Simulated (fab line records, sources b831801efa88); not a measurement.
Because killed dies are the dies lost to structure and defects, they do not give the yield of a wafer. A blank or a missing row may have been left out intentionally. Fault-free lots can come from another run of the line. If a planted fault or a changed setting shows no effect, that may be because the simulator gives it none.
Which tool did it? || flow gf180mcu || 14 lots with 40 wafers sampled at 4 steps, on a route of 602 steps

WHAT THE GAUGES READ, wafer by wafer
GF_V5_THK_MEAS_03. Usual: V5_CVD_02_THK typically reads 1452 nm, with standard deviation 25.
{"lot": "L375", "measured": "day 26 07:16", "on": "film_metro-03", "V5_CVD_02_THK (nm)": "1446 1460 1442", "flag": ""}
{"lot": "L376", "measured": "day 26 14:50", "on": "film_metro-02", "V5_CVD_02_THK (nm)": "1441 1445 1436", "flag": ""}
{"lot": "L377", "measured": "day 27 02:49", "on": "film_metro-02", "V5_CVD_02_THK (nm)": "1455 1472 1484", "flag": ""}
{"lot": "L379", "measured": "day 27 17:12", "on": "film_metro-04", "V5_CVD_02_THK (nm)": "1435 1446 1448", "flag": ""}
{"lot": "L382", "measured": "day 28 18:36", "on": "film_metro-03", "V5_CVD_02_THK (nm)": "1447 1454 1446", "flag": ""}
{"lot": "L383", "measured": "day 28 18:58", "on": "film_metro-02", "V5_CVD_02_THK (nm)": "1447 1443 1468", "flag": ""}
{"lot": "L386", "measured": "day 30 00:08", "on": "film_metro-04", "V5_CVD_02_THK (nm)": "1481 1488 1496", "flag": ""}
{"lot": "L387", "measured": "day 30 03:58", "on": "film_metro-04", "V5_CVD_02_THK (nm)": "1428 1406 1438", "flag": ""}
{"lot": "L388", "measured": "day 30 07:29", "on": "film_metro-04", "V5_CVD_02_THK (nm)": "1433 1480 1459", "flag": ""}
{"lot": "L389", "measured": "day 30 16:43", "on": "film_metro-02", "V5_CVD_02_THK (nm)": "1448 1442 1451", "flag": ""}
{"lot": "L390", "measured": "day 30 21:16", "on": "film_metro-03", "V5_CVD_02_THK (nm)": "1477 1516 1487", "flag": ""}
{"lot": "L391", "measured": "day 31 01:02", "on": "film_metro-03", "V5_CVD_02_THK (nm)": "1431 1434 1460", "flag": ""}

WHAT TOOL EACH LOT RAN ON (gives the tool, then ch and the chambers of the sampled wafers, and finally the start)
{"lot": "L375", "GF_MIM_SPUTTER_03": "pvd_sputter-02, day 24 10:47", "GF_M5_EXPOSE_04": "krf_scanner-02 ch 0, day 25 19:44", "GF_M5_ETCH_09": "rie_diel-02 ch 0,3, day 26 06:20"}
{"lot": "L376", "GF_MIM_SPUTTER_03": "pvd_sputter-04, day 24 19:21", "GF_M5_EXPOSE_04": "krf_scanner-02 ch 0, day 26 03:39", "GF_M5_ETCH_09": "rie_diel-02 ch 0,3, day 26 13:56"}
{"lot": "L377", "GF_MIM_SPUTTER_03": "pvd_sputter-01, day 25 06:44", "GF_M5_EXPOSE_04": "krf_scanner-01 ch 0, day 26 15:36", "GF_M5_ETCH_09": "rie_diel-02 ch 1,2, day 27 01:56"}
{"lot": "L379", "GF_MIM_SPUTTER_03": "pvd_sputter-04, day 25 22:36", "GF_M5_EXPOSE_04": "krf_scanner-01 ch 0, day 27 06:20", "GF_M5_ETCH_09": "rie_diel-02 ch 2,3, day 27 16:14"}
{"lot": "L382", "GF_MIM_SPUTTER_03": "pvd_sputter-02, day 27 00:38", "GF_M5_EXPOSE_04": "krf_scanner-01 ch 0, day 28 08:09", "GF_M5_ETCH_09": "rie_diel-03 ch 0,1,3, day 28 17:41"}
{"lot": "L383", "GF_MIM_SPUTTER_03": "pvd_sputter-01, day 27 02:13", "GF_M5_EXPOSE_04": "krf_scanner-02 ch 0, day 28 08:34", "GF_M5_ETCH_09": "rie_diel-02 ch 0,1,2, day 28 18:04"}
{"lot": "L386", "GF_MIM_SPUTTER_03": "pvd_sputter-04, day 28 09:20", "GF_M5_EXPOSE_04": "krf_scanner-01 ch 0, day 29 13:49", "GF_M5_ETCH_09": "rie_diel-02 ch 0,1, day 29 23:11"}
{"lot": "L387", "GF_MIM_SPUTTER_03": "pvd_sputter-04, day 28 12:30", "GF_M5_EXPOSE_04": "krf_scanner-01 ch 0, day 29 17:28", "GF_M5_ETCH_09": "rie_diel-02 ch 1,2,3, day 30 03:05"}
{"lot": "L388", "GF_MIM_SPUTTER_03": "pvd_sputter-04, day 28 16:02", "GF_M5_EXPOSE_04": "krf_scanner-01 ch 0, day 29 21:24", "GF_M5_ETCH_09": "rie_diel-02 ch 0,2, day 30 06:35"}
{"lot": "L389", "GF_MIM_SPUTTER_03": "pvd_sputter-04, day 29 01:48", "GF_M5_EXPOSE_04": "krf_scanner-02 ch 0, day 30 06:32", "GF_M5_ETCH_09": "rie_diel-02 ch 0,2,3, day 30 15:43"}
{"lot": "L390", "GF_MIM_SPUTTER_03": "pvd_sputter-04, day 29 07:23", "GF_M5_EXPOSE_04": "krf_scanner-02 ch 0, day 30 11:18", "GF_M5_ETCH_09": "rie_diel-03 ch 0,1, day 30 20:17"}
{"lot": "L391", "GF_MIM_SPUTTER_03": "pvd_sputter-04, day 29 10:38", "GF_M5_EXPOSE_04": "krf_scanner-02 ch 0, day 30 15:16", "GF_M5_ETCH_09": "rie_diel-03 ch 0,2,3, day 31 00:08"}
{"lot": "L394", "GF_MIM_SPUTTER_03": "pvd_sputter-04, day 30 10:10", "GF_M5_EXPOSE_04": "krf_scanner-01, day 31 13:59", "GF_M5_ETCH_09": "rie_diel-01 ch 0, day 31 21:44"}
{"lot": "L395", "GF_MIM_SPUTTER_03": "pvd_sputter-04, day 30 18:20", "GF_M5_EXPOSE_04": "krf_scanner-01, day 31 21:13", "GF_M5_ETCH_09": "rie_diel-03 ch 0,2,3, day 32 05:37"}
- GF_MIM_SPUTTER_03: material Ti, target thk 10 nm, time 6.7 s.
- GF_M5_EXPOSE_04: exposes mask Metal5, target cd 280 nm.
- GF_M5_ETCH_09: etches Si3N4 in CF4/O2, target depth 52 nm, time 11.6 s.

AS READ BY THE TOOLS THEMSELVES (means over the sampled wafers that have a number; for cases with no such wafer, the mark the record gives instead)
GF_MIM_SPUTTER_03. Usual: 29.9 % for throttle_valve_pct, sd 1.
{"lot": "L375", "tool": "pvd_sputter-02", "throttle_valve_pct (%)": 29.4, "flag": ""}
{"lot": "L376", "tool": "pvd_sputter-04", "throttle_valve_pct (%)": 30.1, "flag": ""}
{"lot": "L377", "tool": "pvd_sputter-01", "throttle_valve_pct (%)": 30.0, "flag": ""}
{"lot": "L379", "tool": "pvd_sputter-04", "throttle_valve_pct (%)": 28.5, "flag": ""}
{"lot": "L382", "tool": "pvd_sputter-02", "throttle_valve_pct (%)": 29.8, "flag": ""}
{"lot": "L383", "tool": "pvd_sputter-01", "throttle_valve_pct (%)": 30.0, "flag": ""}
{"lot": "L386", "tool": "pvd_sputter-04", "throttle_valve_pct (%)": 30.0, "flag": ""}
{"lot": "L387", "tool": "pvd_sputter-04", "throttle_valve_pct (%)": 29.0, "flag": ""}
{"lot": "L388", "tool": "pvd_sputter-04", "throttle_valve_pct (%)": 28.7, "flag": ""}
{"lot": "L389", "tool": "pvd_sputter-04", "throttle_valve_pct (%)": 30.2, "flag": ""}
{"lot": "L390", "tool": "pvd_sputter-04", "throttle_valve_pct (%)": 29.1, "flag": ""}
{"lot": "L391", "tool": "pvd_sputter-04", "throttle_valve_pct (%)": 30.1, "flag": ""}
{"lot": "L394", "tool": "pvd_sputter-04", "throttle_valve_pct (%)": 30.4, "flag": ""}
{"lot": "L395", "tool": "pvd_sputter-04", "throttle_valve_pct (%)": 29.6, "flag": ""}

GF_M5_EXPOSE_04. Usual: exposure_dose_mJ_cm2 28.000, standard deviation 0.029; focus_offset_nm 0.0 nm, standard deviation 0.51.
{"lot": "L375", "tool": "krf_scanner-02", "exposure_dose_mJ_cm2": 28.026, "focus_offset_nm (nm)": -0.6, "flag": ""}
{"lot": "L376", "tool": "krf_scanner-02", "exposure_dose_mJ_cm2": 28.009, "focus_offset_nm (nm)": -0.2, "flag": ""}
{"lot": "L377", "tool": "krf_scanner-01", "exposure_dose_mJ_cm2": 27.997, "focus_offset_nm (nm)": -0.4, "flag": ""}
{"lot": "L379", "tool": "krf_scanner-01", "exposure_dose_mJ_cm2": 28.009, "focus_offset_nm (nm)": 0.0, "flag": ""}
{"lot": "L382", "tool": "krf_scanner-01", "exposure_dose_mJ_cm2": 28.039, "focus_offset_nm (nm)": 0.5, "flag": ""}
{"lot": "L383", "tool": "krf_scanner-02", "exposure_dose_mJ_cm2": 28.008, "focus_offset_nm (nm)": 0.4, "flag": ""}
{"lot": "L386", "tool": "krf_scanner-01", "exposure_dose_mJ_cm2": 28.000, "focus_offset_nm (nm)": -0.2, "flag": ""}
{"lot": "L387", "tool": "krf_scanner-01", "exposure_dose_mJ_cm2": 28.000, "focus_offset_nm (nm)": 0.5, "flag": ""}
{"lot": "L388", "tool": "krf_scanner-01", "exposure_dose_mJ_cm2": 27.984, "focus_offset_nm (nm)": 0.5, "flag": ""}
{"lot": "L389", "tool": "krf_scanner-02", "exposure_dose_mJ_cm2": 27.951, "focus_offset_nm (nm)": 0.5, "flag": ""}
{"lot": "L390", "tool": "krf_scanner-02", "exposure_dose_mJ_cm2": 27.968, "focus_offset_nm (nm)": 0.2, "flag": ""}
{"lot": "L391", "tool": "krf_scanner-02", "exposure_dose_mJ_cm2": 28.011, "focus_offset_nm (nm)": -0.2, "flag": ""}
{"lot": "L394", "tool": "krf_scanner-01", "exposure_dose_mJ_cm2": "-", "focus_offset_nm (nm)": "-", "flag": "OFF"}
{"lot": "L395", "tool": "krf_scanner-01", "exposure_dose_mJ_cm2": "-", "focus_offset_nm (nm)": "-", "flag": "OFF"}

GF_M5_ETCH_09. Usual: drypump_motor_current_A 5.6 A, standard deviation 0.39; oes_product_au 0.997 a.u., standard deviation 0.013; throttle_valve_pct 5.968 %, standard deviation 0.0094.
{"lot": "L375", "tool": "rie_diel-02", "drypump_motor_current_A (A)": 5.9, "oes_product_au (a.u.)": 0.990, "throttle_valve_pct (%)": 5.962, "flag": ""}
{"lot": "L376", "tool": "rie_diel-02", "drypump_motor_current_A (A)": 5.9, "oes_product_au (a.u.)": 0.985, "throttle_valve_pct (%)": 5.960, "flag": ""}
{"lot": "L377", "tool": "rie_diel-02", "drypump_motor_current_A (A)": 5.1, "oes_product_au (a.u.)": 1.002, "throttle_valve_pct (%)": 5.976, "flag": ""}
{"lot": "L379", "tool": "rie_diel-02", "drypump_motor_current_A (A)": 5.2, "oes_product_au (a.u.)": 0.984, "throttle_valve_pct (%)": 5.958, "flag": ""}
{"lot": "L382", "tool": "rie_diel-03", "drypump_motor_current_A (A)": 5.6, "oes_product_au (a.u.)": 0.996, "throttle_valve_pct (%)": 5.964, "flag": ""}
{"lot": "L383", "tool": "rie_diel-02", "drypump_motor_current_A (A)": 5.4, "oes_product_au (a.u.)": 1.001, "throttle_valve_pct (%)": 5.978, "flag": ""}
{"lot": "L386", "tool": "rie_diel-02", "drypump_motor_current_A (A)": 5.8, "oes_product_au (a.u.)": 1.005, "throttle_valve_pct (%)": 5.964, "flag": ""}
{"lot": "L387", "tool": "rie_diel-02", "drypump_motor_current_A (A)": 5.4, "oes_product_au (a.u.)": 0.997, "throttle_valve_pct (%)": 5.968, "flag": ""}
{"lot": "L388", "tool": "rie_diel-02", "drypump_motor_current_A (A)": 5.5, "oes_product_au (a.u.)": 1.010, "throttle_valve_pct (%)": 5.980, "flag": ""}
{"lot": "L389", "tool": "rie_diel-02", "drypump_motor_current_A (A)": 5.5, "oes_product_au (a.u.)": 0.998, "throttle_valve_pct (%)": 5.967, "flag": ""}
{"lot": "L390", "tool": "rie_diel-03", "drypump_motor_current_A (A)": 5.5, "oes_product_au (a.u.)": 1.009, "throttle_valve_pct (%)": 5.977, "flag": ""}
{"lot": "L391", "tool": "rie_diel-03", "drypump_motor_current_A (A)": 5.7, "oes_product_au (a.u.)": 1.001, "throttle_valve_pct (%)": 5.959, "flag": ""}
{"lot": "L394", "tool": "rie_diel-01", "drypump_motor_current_A (A)": 5.1, "oes_product_au (a.u.)": 0.381, "throttle_valve_pct (%)": 5.800, "flag": "OFF"}
{"lot": "L395", "tool": "rie_diel-03", "drypump_motor_current_A (A)": 5.7, "oes_product_au (a.u.)": 0.371, "throttle_valve_pct (%)": 5.784, "flag": "OFF"}

THE ANSWER, worked out from the rows above alone
Rule: a lot is off if the mean of its wafers that have a number lies more than 3 standard deviations from the usual mean. A lot without any number at a reading at which 4 lots or more have one is off too. The other lots that the step has rows for count as sound. First the gauges in route order, then the tools' own readings, where a lot's mean is used as printed above. At the first step where some lot is off, the reading lying furthest off is the one used; lots without a number count as furthest.
Off: L394, L395 (GF_M5_EXPOSE_04, exposure_dose_mJ_cm2). Without a number there: L394, L395.
If a tool, at that step or one of the process steps before it, ran each lot that is off and ran no sound lot following the first of them, it fits. Can't be told from this: 2 tools fit, pvd_sputter-04 at GF_MIM_SPUTTER_03, krf_scanner-01 at GF_M5_EXPOSE_04.

WHAT THE SIMULATOR HAD PUT IN
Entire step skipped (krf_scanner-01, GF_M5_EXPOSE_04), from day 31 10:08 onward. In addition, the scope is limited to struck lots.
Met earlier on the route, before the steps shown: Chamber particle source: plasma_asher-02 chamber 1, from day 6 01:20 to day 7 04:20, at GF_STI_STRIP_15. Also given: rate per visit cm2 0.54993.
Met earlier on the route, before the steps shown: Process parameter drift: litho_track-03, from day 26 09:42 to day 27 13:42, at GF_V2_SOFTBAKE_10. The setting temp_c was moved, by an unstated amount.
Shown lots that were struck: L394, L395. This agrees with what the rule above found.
